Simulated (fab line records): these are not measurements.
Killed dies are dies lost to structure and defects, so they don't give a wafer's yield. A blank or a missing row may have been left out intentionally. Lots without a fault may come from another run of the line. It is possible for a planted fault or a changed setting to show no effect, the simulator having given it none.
fab line records | flow sky130
record: lots: 12 | wafers: 36 | last_day: 50
route steps=708 shown FIELD_ISO@14 PWDE@54 VT_ADJUST_HVTR@140 POLY_GATE@229
lots untouched by any fault: they come from a run of this same line in which no faults occurred
start_h: hours from the record's first day to the start of the lot's first wafer shown | wait_h: hours from the lot's prior step to this one | " identical to the entry in the row above | L1.1+2: one row covering several wafers at once | - either no value or no given start | * or withheld: withheld | < > ~ a bound
route shown NAME@n: NAME is a module with steps in the file, n the number in the route of the first one | usual: the fault-free wafers' mean and standard deviation | same: alike in all rows | chamber/n: place in a boat | sites: each site's reading | _std_site: the standard deviation of these | _edge_site: outer sites' mean less inner sites' | radius_mm: how far each site lies from the wafer's centre | mask NAME#n: copy n | behind: the last tool/chamber to shape the wafer | hold: why the lot was held/for how many hours/how that ended | device: whichever transistor did not switch (one of n, p or np) | end of line: the same wafers' tests at the end of the route | a step given without rows: its recipe and nothing more | killed: count of dies lost to structure and defects at first sort (not the wafer's yield) | map: a wafer's dies, x killed, . not, _ none there
set.NAME: the run value of the setting; set.NAME@STEP: its run value at that earlier step | model.NAME: the simulator's own value behind a step, which no gauge read
the route's steps for a sample of lots (tables are steps, rows are wafers)
services: from which hour (start_h, from the record's first day; less than 0 if before it) a tool's chamber was out of use, for how many hours, and why
== steps ==
step: SKY_FIELD_ISO_CD_MEAS_13
recipe: target_cd_nm: 150
usual: cd_nm: 150.3/1.1
lot.wafer | tool      | chamber | start_h | wait_h | cd_nm
L590.2    | cd_sem-02 | -       | 34.68   | -      | 151.2
L590.3    | "         | -       | "       | "      | 150.2
L590.5    | "         | -       | "       | "      | 150.3
L592.3    | cd_sem-01 | -       | 45.58   | -      | 149.3
L592.4    | "         | -       | "       | "      | 150.5
L592.5    | "         | -       | "       | "      | 149.3
L593.1    | cd_sem-02 | -       | 51.64   | -      | 151.6
L593.2    | "         | -       | "       | "      | 151.4
L593.5    | "         | -       | "       | "      | 152.0
L594.2    | cd_sem-01 | -       | 54.83   | -      | 149.6
L594.5    | "         | -       | "       | "      | 151.8
L594.6    | "         | -       | "       | "      | 151.5
L596.1    | cd_sem-02 | -       | 65.46   | -      | 149.5
L596.5    | "         | -       | "       | "      | 149.3
L596.6    | "         | -       | "       | "      | 150.2
L597.1    | cd_sem-02 | -       | 69.79   | -      | 149.3
L597.3    | "         | -       | "       | "      | 150.0
L597.4    | "         | -       | "       | "      | 148.8
L599.4    | cd_sem-01 | -       | 81.82   | -      | 150.4
L599.5    | "         | -       | "       | "      | 150.6
L599.6    | "         | -       | "       | "      | 151.5
L600.3    | cd_sem-01 | -       | 85.78   | -      | 150.1
L600.4    | "         | -       | "       | "      | 150.8
L600.5    | "         | -       | "       | "      | 149.9
L604.1    | cd_sem-01 | -       | 105.41  | -      | 150.8
L604.2    | "         | -       | "       | "      | 151.7
L604.5    | "         | -       | "       | "      | 150.5
L607.1    | cd_sem-02 | -       | 125.39  | -      | 151.1
L607.2    | "         | -       | "       | "      | 151.1
L607.6    | "         | -       | "       | "      | 150.1
L609.2    | cd_sem-01 | -       | 133.83  | -      | 148.2
L609.4    | "         | -       | "       | "      | 148.4
L609.6    | "         | -       | "       | "      | 148.5
L612.1    | cd_sem-02 | -       | 148.78  | -      | 148.7
L612.4    | "         | -       | "       | "      | 147.9
L612.5    | "         | -       | "       | "      | 148.6
step: SKY_PWDE_STRIP_09
recipe: chemistry: O2/N2 | power_w: 1400 | pressure_mtorr: 1500 | platen_temp_c: withheld | o2_flow_sccm: 3000 | n2_flow_sccm: 300 | overash_fraction: 0.5
usual: drypump_motor_current_A: 5.7/0.43 | oes_product_au: 0.723/0.0045 | strip_time_to_endpoint_s: 36.94/0.11
lot.wafer | tool            | chamber | start_h | wait_h | drypump_motor_current_A | oes_product_au | rf_hours_counter_h | strip_time_to_endpoint_s
L590.2    | plasma_asher-03 | 1       | 75.04   | 0.1    | 4.9                     | 0.722          | 40                 | 36.98
L590.3    | "               | 1       | "       | "      | 4.9                     | 0.722          | -                  | 36.91
L590.5    | "               | 0       | "       | "      | 5.2                     | 0.723          | -                  | 36.94
L592.3    | plasma_asher-02 | 0       | 85.04   | 0.1    | 5.7                     | 0.726          | -                  | 36.89
L592.4    | "               | 1       | "       | "      | 5.8                     | 0.730          | -                  | 36.84
L592.5    | "               | 0       | "       | "      | 5.7                     | 0.719          | -                  | 36.78
L593.1    | plasma_asher-04 | 0       | 93.24   | 0.1    | 5.8                     | 0.730          | 40                 | 37.10
L593.2    | "               | 1       | "       | "      | 6.2                     | 0.726          | 40                 | 37.10
L593.5    | "               | 0       | "       | "      | 5.9                     | 0.727          | -                  | 36.97
L594.2    | plasma_asher-03 | 0       | 95.50   | 0.1    | 5.3                     | 0.727          | 42                 | 36.98
L594.5    | "               | 1       | "       | "      | 4.9                     | 0.719          | -                  | 37.11
L594.6    | "               | 0       | "       | "      | 5.3                     | 0.724          | -                  | 37.11
L596.1    | plasma_asher-04 | 0       | 106.66  | 0.1    | 5.9                     | 0.714          | 42                 | 37.01
L596.5    | "               | 1       | "       | "      | 6.3                     | 0.721          | -                  | 37.17
L596.6    | "               | 0       | "       | "      | 5.9                     | 0.721          | -                  | 37.08
L597.1    | plasma_asher-04 | 1       | 110.69  | 0.1    | 6.2                     | 0.725          | 42                 | 36.85
L597.3    | "               | 1       | "       | "      | 6.3                     | 0.723          | -                  | 36.91
L597.4    | "               | 0       | "       | "      | 5.8                     | 0.725          | -                  | 36.85
L599.4    | plasma_asher-02 | 1       | 126.24  | 0.1    | 5.8                     | 0.722          | -                  | 37.15
L599.5    | "               | 0       | "       | "      | 5.7                     | 0.721          | -                  | 37.08
L599.6    | "               | 1       | "       | "      | 5.8                     | 0.725          | -                  | 37.11
L600.3    | plasma_asher-02 | 0       | 136.23  | 0.1    | 5.7                     | 0.718          | -                  | 36.89
L600.4    | "               | 1       | "       | "      | 5.8                     | 0.730          | -                  | 36.93
L600.5    | "               | 1       | "       | "      | 5.8                     | 0.720          | -                  | 36.85
L604.1    | plasma_asher-03 | 0       | 155.06  | 0.1    | 5.3                     | 0.722          | 4                  | 37.00
L604.2    | "               | 1       | "       | "      | 4.9                     | 0.716          | 4                  | 36.94
L604.5    | "               | 1       | "       | "      | 4.9                     | 0.723          | -                  | 36.99
L607.1    | plasma_asher-04 | 1       | 170.86  | 0.1    | 6.3                     | 0.723          | 49                 | 36.71
L607.2    | "               | 0       | "       | "      | 5.9                     | 0.723          | 49                 | 36.80
L607.6    | "               | 0       | "       | "      | 5.9                     | 0.726          | -                  | 36.81
L609.2    | plasma_asher-04 | 0       | 182.25  | 0.1    | 5.9                     | 0.717          | 50                 | 37.02
L609.4    | "               | 0       | "       | "      | 5.8                     | 0.723          | -                  | 36.94
L609.6    | "               | 1       | "       | "      | 6.2                     | 0.722          | -                  | 36.91
L612.1    | plasma_asher-04 | 0       | 201.29  | 0.1    | 5.9                     | 0.729          | 51                 | 36.86
L612.4    | "               | 1       | "       | "      | 6.2                     | 0.721          | -                  | 36.85
L612.5    | "               | 0       | "       | "      | 5.9                     | 0.722          | -                  | 36.82
step: SKY_VT_ADJUST_HVTR_IMPLANT_09
recipe: species: B | energy_kev: 10 | dose_cm2: 2.1e+12 | tilt_deg: withheld
usual: dose_ions_cm2: 2.1001e+12/2.4e+09 | faraday_current_uA: 11.85/0.23
lot.wafer | tool         | chamber | start_h | wait_h | dose_ions_cm2 | faraday_current_uA
L590.2    | implanter-03 | 0       | 211.94  | 0.0    | 2.1038e+12    | 11.89
L590.3    | "            | 0       | "       | "      | 2.1028e+12    | 11.82
L590.5    | "            | 0       | "       | "      | 2.1007e+12    | 11.96
L592.3    | implanter-02 | 0       | 224.54  | 0.1    | 2.1017e+12    | 11.72
L592.4    | "            | 0       | "       | "      | 2.1017e+12    | 12.04
L592.5    | "            | 0       | "       | "      | 2.1022e+12    | 11.93
L593.1    | implanter-03 | 0       | 232.79  | 0.0    | 2.0976e+12    | 11.78
L593.2    | "            | 0       | "       | "      | 2.098e+12     | 12.01
L593.5    | "            | 0       | "       | "      | 2.1006e+12    | 11.81
L594.2    | implanter-04 | 0       | 236.90  | 0.0    | 2.0978e+12    | 12.29
L594.5    | "            | 0       | "       | "      | 2.0981e+12    | 11.79
L594.6    | "            | 0       | "       | "      | 2.0992e+12    | 12.41
L596.1    | implanter-04 | 0       | 254.73  | 0.0    | 2.1017e+12    | 11.80
L596.5    | "            | 0       | "       | "      | 2.0965e+12    | 11.87
L596.6    | "            | 0       | "       | "      | 2.0988e+12    | 11.83
L597.1    | implanter-04 | 0       | 255.68  | 0.0    | 9.339e+11     | 5.04
L597.3    | "            | 0       | "       | "      | 9.363e+11     | 5.54
L597.4    | "            | 0       | "       | "      | 9.317e+11     | 5.23
L599.4    | implanter-04 | 0       | 280.20  | 0.1    | 9.348e+11     | 5.24
L599.5    | "            | 0       | "       | "      | 9.373e+11     | 5.19
L599.6    | "            | 0       | "       | "      | 9.345e+11     | 5.33
L600.3    | implanter-04 | 0       | 292.34  | 0.1    | 9.382e+11     | 5.49
L600.4    | "            | 0       | "       | "      | 9.326e+11     | 5.12
L600.5    | "            | 0       | "       | "      | 9.368e+11     | 5.25
L604.1    | implanter-03 | 0       | 316.88  | 0.0    | 2.1005e+12    | 11.85
L604.2    | "            | 0       | "       | "      | 2.0995e+12    | 11.78
L604.5    | "            | 0       | "       | "      | 2.0992e+12    | 11.84
L607.1    | implanter-02 | 0       | 336.83  | 0.0    | 2.1064e+12    | 11.77
L607.2    | "            | 0       | "       | "      | 2.103e+12     | 11.96
L607.6    | "            | 0       | "       | "      | 2.1015e+12    | 11.49
L609.2    | implanter-03 | 0       | 353.42  | 0.0    | 2.0979e+12    | 12.03
L609.4    | "            | 0       | "       | "      | 2.0978e+12    | 11.93
L609.6    | "            | 0       | "       | "      | 2.0967e+12    | 12.09
L612.1    | implanter-02 | 0       | 378.28  | 0.0    | 2.102e+12     | 11.93
L612.4    | "            | 0       | "       | "      | 2.1043e+12    | 12.06
L612.5    | "            | 0       | "       | "      | 2.1022e+12    | 11.54
step: SKY_VT_ADJUST_HVTR_TW_MEAS_11
usual: VT_ADJUST_HVTR_TW: 211.6/1.1
lot.wafer | tool          | chamber | start_h | wait_h | VT_ADJUST_HVTR_TW
L590.2    | film_metro-01 | -       | 212.17  | 0.1    | 212.0
L590.3    | "             | -       | "       | "      | 212.0
L590.5    | "             | -       | "       | "      | 213.2
L592.3    | film_metro-03 | -       | 224.76  | 0.1    | 210.9
L592.4    | "             | -       | "       | "      | 210.8
L592.5    | "             | -       | "       | "      | 209.4
L593.1    | film_metro-02 | -       | 233.19  | 0.1    | 213.9
L593.2    | "             | -       | "       | "      | 214.3
L593.5    | "             | -       | "       | "      | 213.4
L594.2    | film_metro-01 | -       | 237.14  | 0.1    | 212.4
L594.5    | "             | -       | "       | "      | 213.4
L594.6    | "             | -       | "       | "      | 213.2
L596.1    | film_metro-02 | -       | 254.98  | 0.1    | 212.0
L596.5    | "             | -       | "       | "      | 210.3
L596.6    | "             | -       | "       | "      | 211.0
L597.1    | film_metro-01 | -       | 255.93  | 0.1    | 168.4
L597.3    | "             | -       | "       | "      | 169.4
L597.4    | "             | -       | "       | "      | 168.9
L599.4    | film_metro-01 | -       | 280.41  | 0.1    | 170.2
L599.5    | "             | -       | "       | "      | 170.1
L599.6    | "             | -       | "       | "      | 170.0
L600.3    | film_metro-02 | -       | 292.56  | 0.1    | 170.1
L600.4    | "             | -       | "       | "      | 169.5
L600.5    | "             | -       | "       | "      | 169.5
L604.1    | film_metro-03 | -       | 317.13  | 0.1    | 211.1
L604.2    | "             | -       | "       | "      | 210.8
L604.5    | "             | -       | "       | "      | 211.4
L607.1    | film_metro-02 | -       | 337.08  | 0.1    | 213.2
L607.2    | "             | -       | "       | "      | 211.9
L607.6    | "             | -       | "       | "      | 212.1
L609.2    | film_metro-01 | -       | 353.65  | 0.1    | 209.2
L609.4    | "             | -       | "       | "      | 212.2
L609.6    | "             | -       | "       | "      | 210.3
L612.1    | film_metro-01 | -       | 378.53  | 0.1    | 212.4
L612.4    | "             | -       | "       | "      | 211.9
L612.5    | "             | -       | "       | "      | 211.5
step: SKY_POLY_GATE_ETCH_15
recipe: chemistry: N2/H2 | target: BARC | ion_energy_ev: 200 | source_w: 500 | bias_w: 100 | pressure_mtorr: 30 | n2_flow_sccm: 100 | h2_flow_sccm: 200 | stop_on: SiO2 | time_s: 118.5 | target_depth_a: 1100
usual: drypump_motor_current_A: 5.7/0.44 | h2_flow_sccm: 200.0/0.62 | oes_product_au: 0.716/0.0052 | throttle_valve_pct: 13.211/0.0085
same: time_s: 118.5
lot.wafer | tool        | chamber | start_h | wait_h | drypump_motor_current_A | h2_flow_sccm | oes_product_au | rf_hours_counter_h | throttle_valve_pct
L590.2    | rie_diel-01 | 1       | 380.29  | 0.0    | 5.8                     | 200.6        | 0.710          | 70                 | 13.218
L590.3    | "           | 0       | "       | "      | 4.9                     | 199.4        | 0.708          | 46                 | 13.209
L590.5    | "           | 1       | "       | "      | 5.9                     | 199.7        | 0.709          | -                  | 13.193
L592.3    | rie_diel-03 | 2       | 395.52  | 0.0    | 5.8                     | 199.3        | 0.712          | 3                  | 13.199
L592.4    | "           | 0       | "       | "      | 5.0                     | 199.9        | 0.720          | 17                 | 13.210
L592.5    | "           | 2       | "       | "      | 5.7                     | 199.6        | 0.709          | -                  | 13.205
L593.1    | rie_diel-02 | 2       | 409.67  | 0.0    | 5.2                     | 200.2        | 0.712          | 82                 | 13.219
L593.2    | "           | 3       | "       | "      | 5.9                     | 200.1        | 0.714          | 95                 | 13.221
L593.5    | "           | 3       | "       | "      | 5.9                     | 200.1        | 0.712          | -                  | 13.212
L594.2    | rie_diel-03 | 1       | 410.97  | 0.0    | 5.6                     | 200.2        | 0.716          | 3                  | 13.215
L594.5    | "           | 2       | "       | "      | 5.8                     | 199.8        | 0.708          | -                  | 13.205
L594.6    | "           | 1       | "       | "      | 5.6                     | 200.4        | 0.715          | -                  | 13.219
L596.1    | rie_diel-01 | 1       | 433.02  | 0.0    | 5.9                     | 199.7        | 0.718          | 72                 | 13.206
L596.5    | "           | 0       | "       | "      | 4.9                     | 200.6        | 0.713          | -                  | 13.212
L596.6    | "           | 1       | "       | "      | 5.9                     | 199.3        | 0.713          | -                  | 13.219
L597.1    | rie_diel-02 | 0       | 434.32  | 0.0    | 6.0                     | 199.7        | 0.718          | 2                  | 13.206
L597.3    | "           | 3       | "       | "      | 5.9                     | 200.6        | 0.710          | 96                 | 13.233
L597.4    | "           | 1       | "       | "      | 5.7                     | 200.4        | 0.722          | 88                 | 13.213
L599.4    | rie_diel-02 | 1       | 463.92  | 0.1    | 5.7                     | 199.4        | 0.718          | -                  | 13.199
L599.5    | "           | 0       | "       | "      | 6.0                     | 199.9        | 0.721          | -                  | 13.212
L599.6    | "           | 2       | "       | "      | 5.2                     | 199.3        | 0.715          | -                  | 13.211
L600.3    | rie_diel-03 | 1       | 480.43  | 0.0    | 5.6                     | 199.6        | 0.721          | 4                  | 13.218
L600.4    | "           | 3       | "       | "      | 6.0                     | 199.5        | 0.711          | 0                  | 13.191
L600.5    | "           | 2       | "       | "      | 5.8                     | 200.5        | 0.717          | -                  | 13.215
L604.1    | rie_diel-01 | 3       | 506.19  | 0.0    | 6.5                     | 200.2        | 0.711          | 7                  | 13.206
L604.2    | "           | 1       | "       | "      | 6.0                     | 199.7        | 0.727          | 73                 | 13.209
L604.5    | "           | 0       | "       | "      | 4.9                     | 198.6        | 0.721          | -                  | 13.218
L607.1    | rie_diel-02 | 0       | 529.04  | 0.0    | 6.0                     | 199.4        | 0.716          | 5                  | 13.230
L607.2    | "           | 3       | "       | "      | 5.9                     | 199.8        | 0.716          | 0                  | 13.213
L607.6    | "           | 2       | "       | "      | 5.2                     | 199.8        | 0.717          | -                  | 13.217
L609.2    | rie_diel-01 | 1       | 549.12  | 0.0    | 5.9                     | 199.5        | 0.721          | 74                 | 13.224
L609.4    | "           | 0       | "       | "      | 4.9                     | 199.6        | 0.711          | 49                 | 13.210
L609.6    | "           | 3       | "       | "      | 6.5                     | 201.1        | 0.718          | -                  | 13.202
L612.1    | rie_diel-03 | 1       | 574.17  | 0.0    | 5.6                     | 199.9        | 0.714          | 5                  | 13.207
L612.4    | "           | 3       | "       | "      | 6.0                     | 200.1        | 0.716          | 2                  | 13.215
L612.5    | "           | 1       | "       | "      | 5.6                     | 198.7        | 0.720          | -                  | 13.223
== services ==
tool            | chamber | start_h | hours | kind
rie_diel-02     | 2       | 57.55   | 1.5   | repair
implanter-03    | -       | 59.15   | 4.2   | repair
implanter-04    | -       | 93.02   | 3.1   | repair
rie_diel-03     | 2       | 98.50   | 16.8  | repair
rie_diel-01     | 3       | 104.06  | 3.8   | repair
implanter-04    | -       | 108.23  | 4.6   | pm
rie_diel-02     | 0       | 123.42  | 4.0   | repair
implanter-04    | -       | 151.02  | 5.3   | repair
rie_diel-03     | -       | 154.49  | 1.2   | repair
rie_diel-01     | -       | 184.84  | 0.3   | repair
rie_diel-03     | 2       | 220.87  | 6.0   | repair
rie_diel-01     | -       | 231.72  | 0.5   | repair
rie_diel-02     | 1       | 234.50  | 4.6   | repair
implanter-04    | -       | 248.12  | 0.5   | repair
rie_diel-01     | 1       | 254.66  | 8.7   | repair
implanter-04    | -       | 289.56  | 0.9   | repair
implanter-04    | -       | 360.74  | 4.1   | repair
plasma_asher-04 | -       | 391.16  | 14.6  | pm
plasma_asher-04 | -       | 408.50  | 2.8   | pm
implanter-04    | -       | 411.31  | 5.5   | repair
plasma_asher-04 | -       | 421.25  | 9.0   | pm
implanter-04    | -       | 504.85  | 3.1   | repair
implanter-04    | -       | 549.85  | 1.4   | repair
implanter-04    | -       | 555.72  | 1.2   | repair
== key ==
first_sign: step: SKY_VT_ADJUST_HVTR_IMPLANT_09 | reading: dose_ions_cm2 | direction: down | sigmas: 99+ | usual: * | struck: *
effect: step: SKY_VT_ADJUST_HVTR_IMPLANT_09 | reading: faraday_current_uA | direction: down | sigmas: 29 | usual: 11.85 | struck: 5.27
effect: step: SKY_VT_ADJUST_HVTR_TW_MEAS_11 | reading: VT_ADJUST_HVTR_TW | direction: down | sigmas: 38 | usual: 211.6 | struck: 169.6
met_at SKY_VT_ADJUST_HVTR_IMPLANT_09
struck_lots L597,L599,L600
tester_left_out L597,L599,L600
not_acting_at SKY_FIELD_ISO_CD_MEAS_13,SKY_PWDE_STRIP_09,SKY_POLY_GATE_ETCH_15
onset_between 254.73 255.68
fault: kind: process_parameter_drift | tool: implanter-04 | chamber: - | onset_h: 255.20 | steps: SKY_VT_ADJUST_HVTR_IMPLANT_09 | channel: dose_cm2 | offset: * | shape: step | end_h: 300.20 | acts_in: * | stated: *
tester_left_out: of these lots the tester's yield and bins aren't shown, on N5 and GAA mostly nor the transistor test; their killed dies are dies lost to structure and defects alone, not to doping, threshold or leakage, so they don't give the yield
